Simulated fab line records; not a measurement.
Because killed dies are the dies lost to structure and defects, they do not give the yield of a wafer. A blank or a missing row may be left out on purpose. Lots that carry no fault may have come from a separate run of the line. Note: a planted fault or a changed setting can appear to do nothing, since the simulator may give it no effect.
A single fault, viewed from 2 desks :: flow sky130 :: each desk has only its own numbers; what lay behind them comes last

== THE TOOL OWNER'S DESK: implanter-04 ==
The tool's own readings at SKY_LDD_N_IMPLANT_15: means of the sampled wafers that have a number, for each lot that ran on this tool. The brackets show how far a lot's mean lies from the usual mean; more than 4 standard deviations puts the lot out of limits, marked OUT.
Columns: A = doseIonsCm2 at SKY_LDD_N_IMPLANT_15, usual 5e+12; B = faradayCurrentUA at SKY_LDD_N_IMPLANT_15, usual 28.2
lot: L227
first seen here: day 17 17:42
A: 5e+12
B: 28.1

lot: L237
first seen here: day 22 02:52
A: 3e+12 (-99 or more) OUT
B: 16.9 (-21) OUT

lot: L240
first seen here: day 22 19:49
A: 3e+12 (-99 or more) OUT
B: 17.1 (-21) OUT
Finding of this desk: L237, L240 out of limits; the first was L237 at day 22 02:52, on doseIonsCm2 at SKY_LDD_N_IMPLANT_15. L227: within limits.

== METROLOGY DESK ==
Lot by lot, what the gauges showed, no matter which tool ran the lot: averages of those sampled wafers that carry a number. The brackets show how far a lot's mean lies from the usual mean; more than 4 standard deviations puts the lot out of limits, marked OUT.
Columns: A = LDD_N_OVL at SKY_LDD_N_OVL_MEAS_07, usual 1.3 nm
lot: L227
first seen here: day 17 16:37
A: 1.7

lot: L230
first seen here: day 19 10:20
A: 0.8

lot: L237
first seen here: day 22 01:47
A: 1.2

lot: L240
first seen here: day 22 18:44
A: 3.0

lot: L244
first seen here: day 24 08:19
A: -0.2

lot: L249
first seen here: day 25 23:44
A: 2.4
This desk's verdict: no lot among the 6 shows anything out of limits.

== ALL TOGETHER ==
An alarm could have come from the tool owner's desk at day 22 02:52, on L237, L240.
At the metrology desk, nothing out of limits was observed.
The metrology desk has L237, L240 on record, within its limits.
On implanter-04, each named lot ran SKY_LDD_N_IMPLANT_15.

== WHAT THE SIMULATOR HAD INSERTED ==
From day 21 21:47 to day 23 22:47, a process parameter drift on implanter-04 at SKY_LDD_N_IMPLANT_15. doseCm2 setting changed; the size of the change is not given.
Struck lots among those shown: L237, L240.
Time in hours from fault onset to the first out-of-limits reading at each desk: the tool owner's desk, 5.
